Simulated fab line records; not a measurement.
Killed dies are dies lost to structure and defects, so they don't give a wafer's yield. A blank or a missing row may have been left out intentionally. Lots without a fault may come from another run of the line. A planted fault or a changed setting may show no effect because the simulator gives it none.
Code-filled problem report in 8D (eight disciplines) form || flow gf180mcu || the parts of the form that need people (team, actions taken, sign-off) are left out

== 1. PROBLEM STATEMENT ==
Mean of dose_ions_cm2 at GF_DNWELL_IMPLANT_07: 1e+13 across 6 wafers in 2 lots; on wafers with no fault it is 1e+13 (standard deviation 1.2e+10). Relative to the usual mean, that is a shift of +29 standard deviations.
Earliest sighting: wafer L528.1 on implanter-02 at day 5 06:55. At this step, 42 wafers from 14 lots have a number in the record. Rule for "out" (also "out of limits"): further than 4 standard deviations from the usual mean. All remaining wafers that have a number are taken as sound.

== 2. WHAT IT IS, AND WHAT IT ISN'T ==
{"question": "which readings at this step", "is": "dose_ions_cm2", "is not": "-"}
{"question": "which lots", "is": "L528, L530", "is not": "L517, L518, L519, L521, L522, L523, L525, L526, L535, L538, L539, L540"}
{"question": "which wafers of those lots", "is": "all that have a number", "is not": "-"}
{"question": "read on which tools", "is": "implanter-02", "is not": "implanter-01, implanter-03"}
{"question": "when", "is": "from day 5 06:55", "is not": "up to then (24 sound wafers); but 12 sound wafers of L535, L538, L539, L540 came after"}

== 3. WHAT RULES OUT EACH SUSPECT ==
Counting: a tool stays on the suspect list if, at a process step up to the reading, it processed all lots that are out and no sound lot following the first of them.
- implanter-02 at GF_DNWELL_IMPLANT_07: kept. Every lot that is out went through it, starting with L528 (day 5 06:55), and after that it ran no sound lot; the last sound lot it ran before then is L526 (day 4 19:08). Out on those wafers are its own readings of dose_ions_cm2.
Left after counting: implanter-02 at GF_DNWELL_IMPLANT_07.

== 4. THE CAUSE (what the simulator had put in) ==
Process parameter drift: implanter-02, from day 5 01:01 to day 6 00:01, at GF_DNWELL_IMPLANT_07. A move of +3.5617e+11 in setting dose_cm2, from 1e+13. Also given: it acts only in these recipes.
After counting, this tool was the only one left.

== 5. THE EFFECT CHAIN, in route order ==
Rows list readings where the struck wafers' mean (over those with a number) sits beyond 3 standard deviations from the usual. Only readings whose record carries a usual standard deviation are examined. hours: median over the lots of the time between each lot's start at the first step of this table that gives one and its start at this step. sigmas: the change, counted in usual standard deviations.
{"hours": 0, "step": "GF_DNWELL_IMPLANT_07", "reading": "dose_ions_cm2", "usual": 1e+13, "on struck wafers": 1e+13, "change": "+4e+11", "sigmas": "+29"}
The process steps in it:
- GF_DNWELL_IMPLANT_07
Later steps that measure or inspect, where all struck wafers having a row at the step show a number for every such reading and not one has moved that far: GF_MVSD_OVL_MEAS_07, GF_V2_CD_MEAS_14.

== 6. WHAT WOULD HAVE CAUGHT IT SOONER ==
The fault began at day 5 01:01; the first out-of-limits reading in this record came at day 5 06:55, 6 hours later.
